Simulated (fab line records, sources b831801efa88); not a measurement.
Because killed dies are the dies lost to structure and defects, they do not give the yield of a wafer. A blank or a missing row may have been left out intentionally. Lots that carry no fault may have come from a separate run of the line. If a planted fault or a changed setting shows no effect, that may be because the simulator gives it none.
Problem report, 8D (eight disciplines) form, completed by code + flow gf180mcu + the parts of the form that need people (team, actions taken, sign-off) are left out

== 1. WHAT WENT WRONG ==
Wafers free of any fault read 46.10 ohm/sq (standard deviation 0.077) for NSD_RS at GF_PSD_RS_MEAS_14, against a mean of 44.99 ohm/sq on 3 wafers of 3 lots. That is -14 standard deviations from the usual mean.
The step: measures by four-point-probe.
First seen on wafer L872.1, day 16 04:12, on film metro-03. Wafers with a number at this step in the record: 40, from 14 lots. The rule behind "out" and "out of limits": a value lying over 4 standard deviations away from the usual mean. The other wafers with a number count as sound.

== 2. WHAT IT IS, WHAT IT ISN'T ==
| question                    | is                           | is not                                                                                                                     |
|-----------------------------|------------------------------|----------------------------------------------------------------------------------------------------------------------------|
| which readings at this step | NSD_RS                       | -                                                                                                                          |
| which lots                  | L872, L873, L875             | L869, L870, L871, L883, L884, L885, L887, L888, L889, L890, L891                                                           |
| which wafers of those lots  | L872.1, L873.1, L875.3       | L872.4, L872.5, L873.4, L875.6                                                                                             |
| read on which gauges        | film metro-01, film metro-03 | film metro-02                                                                                                              |
| when                        | from day 16 04:12            | up to then (11 sound wafers); but 26 sound wafers of L873, L875, L883, L884, L885, L887, L888, L889, L890, L891 came after |

== 3. THE SUSPECTS, EACH WITH WHAT RULES IT OUT ==
Counting: any tool at a process step up to the reading remains a suspect provided it ran every lot that is out. Sound lots after the first of them don't rule it out here, since some wafers of a struck lot are sound.
- the gauge at GF_PSD_RS_MEAS_14 is ruled out. Those wafers that are out were read across 2 gauges (film metro-01, film metro-03).
- rtp anneal-01 at GF_PSD_RTA_13 (time 20 s): kept. It processed each lot that is out (first: L872, day 16 04:07); up to then, its last sound lot is L871 (day 15 14:15). Its own readings are out on those wafers: run length s.
The count leaves rtp anneal-01 at GF_PSD_RTA_13.

== 4. THE CAUSE (what the simulator had put in) ==
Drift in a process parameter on rtp anneal-01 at GF_PSD_RTA_13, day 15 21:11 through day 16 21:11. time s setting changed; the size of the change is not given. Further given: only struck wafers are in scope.
The count eliminated every tool but this one.

== 5. THE EFFECT CHAIN, in route order ==
Each row: a reading where the mean over the struck wafers with a number is more than 3 standard deviations away from the usual. Scope: only readings with a usual standard deviation given in the record; hours: median across lots of the time from each lot's start at the first step in this table that gives one to its start at this step; sigmas: change in usual standard deviations.
| hours | step              | reading      | usual         | on struck wafers | change | sigmas |
|-------|-------------------|--------------|---------------|------------------|--------|--------|
| 0     | GF_PSD_RTA_13     | run length s | 48.7 s        | 53.7             | +5.0   | +8.0   |
| 0     | GF_PSD_RS_MEAS_14 | NSD_RS       | 46.10 ohm/sq  | 44.99            | -1.11  | -14    |
| 0     | GF_PSD_RS_MEAS_15 | PSD_RS       | 108.50 ohm/sq | 105.61           | -2.89  | -12    |
Its process steps:
- GF_PSD_RTA_13: time 20 s.
Later measuring or inspecting steps at which every struck wafer that the step has a row for has a number for every such reading, and none has moved that far: GF_SALICIDE_THK_MEAS_05.

== 6. HOW IT WOULD HAVE BEEN CAUGHT EARLIER ==
Counted from the fault's start at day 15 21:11, it took 7 hours until the first out-of-limits reading at a measuring or inspecting step in this record, taken at day 16 04:12.
The tool's own readings at GF_PSD_RTA_13 were out on every struck wafer that the step has a row for (run length s): an alarm limit on them would have fired on the first of those.
Of the lots that are out (3), L873, L875 began GF_PSD_RTA_13 on rtp anneal-01 after day 16 04:12. A hold on the tool at that time would have spared those 2.
